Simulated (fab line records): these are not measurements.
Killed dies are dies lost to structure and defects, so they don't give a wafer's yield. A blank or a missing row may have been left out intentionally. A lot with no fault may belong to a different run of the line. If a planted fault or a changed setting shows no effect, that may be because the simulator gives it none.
Problem report, 8D (eight disciplines) form, completed by code    flow sky130    the parts of the form that need people (team, actions taken, sign-off) are left out

== 1. WHAT WENT WRONG ==
Mean of cd nm at SKY_METAL4_CD_MEAS_13: 286.1 nm across 3 wafers in 2 lots; on wafers with no fault it is 299.9 nm (standard deviation 1.2). That is -12 standard deviations from the usual mean.
The step: target cd 300 nm.
First seen on wafer L969.1, day 42 18:09, on cd sem-02. The record holds 33 wafers of 11 lots with a number at this step. Rule for "out" (also "out of limits"): further than 4 standard deviations from the usual mean. The other wafers with a number count as sound.

== 2. WHAT THIS IS AND IS NOT ==
question                     is                      is not
which readings at this step  cd nm                   -
which lots                   L969, L970              L967, L968, L981, L982, L983, L984, L985, L987, L988
which wafers of those lots   L969.1, L970.1, L970.4  L969.2, L969.6, L970.3
read on which gauges         cd sem-01, cd sem-02    -
when                         from day 42 18:09       up to then (8 sound wafers); but 22 sound wafers of L970, L981, L982, L983, L984, L985, L987, L988 came after

== 3. WHAT RULES OUT EACH SUSPECT ==
Counting: if a tool at a process step up to the reading ran every lot that is out, it stays a suspect. Sound lots after the first of them don't rule it out here, since some wafers of a struck lot are sound.
- ruled out: the gauge at SKY_METAL4_CD_MEAS_13. Those wafers that are out were read across 2 gauges (cd sem-01, cd sem-02).
- krf scanner-01 at SKY_METAL4_EXPOSE_10 (exposes mask MM4, target cd 300 nm): kept. Ran every lot that is out, first one L969 (day 42 06:24); last sound lot up to then L967 (day 41 21:40).
After counting, what remains is krf scanner-01 at SKY_METAL4_EXPOSE_10.

== 4. THE CAUSE (what the simulator had put in) ==
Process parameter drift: krf scanner-01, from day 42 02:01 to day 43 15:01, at SKY_METAL4_EXPOSE_10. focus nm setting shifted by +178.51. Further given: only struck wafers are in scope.
The count eliminated every tool but this one.

== 5. THE CHAIN OF EFFECTS, in route order ==
One row per reading whose mean, taken over the struck wafers that have a number, lies over 3 standard deviations from the usual. Readings are gone through only where the record gives a usual standard deviation; hours: the median, over the lots, of the time from a lot's start at the first step in this table giving one to that lot's start at this step; sigmas: the change measured in usual standard deviations.
hours  step                   reading  usual     on struck wafers  change  sigmas
0      SKY_METAL4_CD_MEAS_13  cd nm    299.9 nm  286.1             -13.8   -12

== 6. HOW IT WOULD HAVE BEEN CAUGHT EARLIER ==
Counted from the fault's start at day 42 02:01, it took 16 hours until the first out-of-limits reading at a measuring or inspecting step in this record, taken at day 42 18:09.
Of the tool readings at SKY_METAL4_EXPOSE_10 for which the record gives a usual standard deviation, none was out on any struck wafer, so an alarm limit of 4 standard deviations on them would not have fired.
All the lots that are out (2) had begun SKY_METAL4_EXPOSE_10 on krf scanner-01 by day 42 18:09. Holding the tool at that point would not have protected any of them.
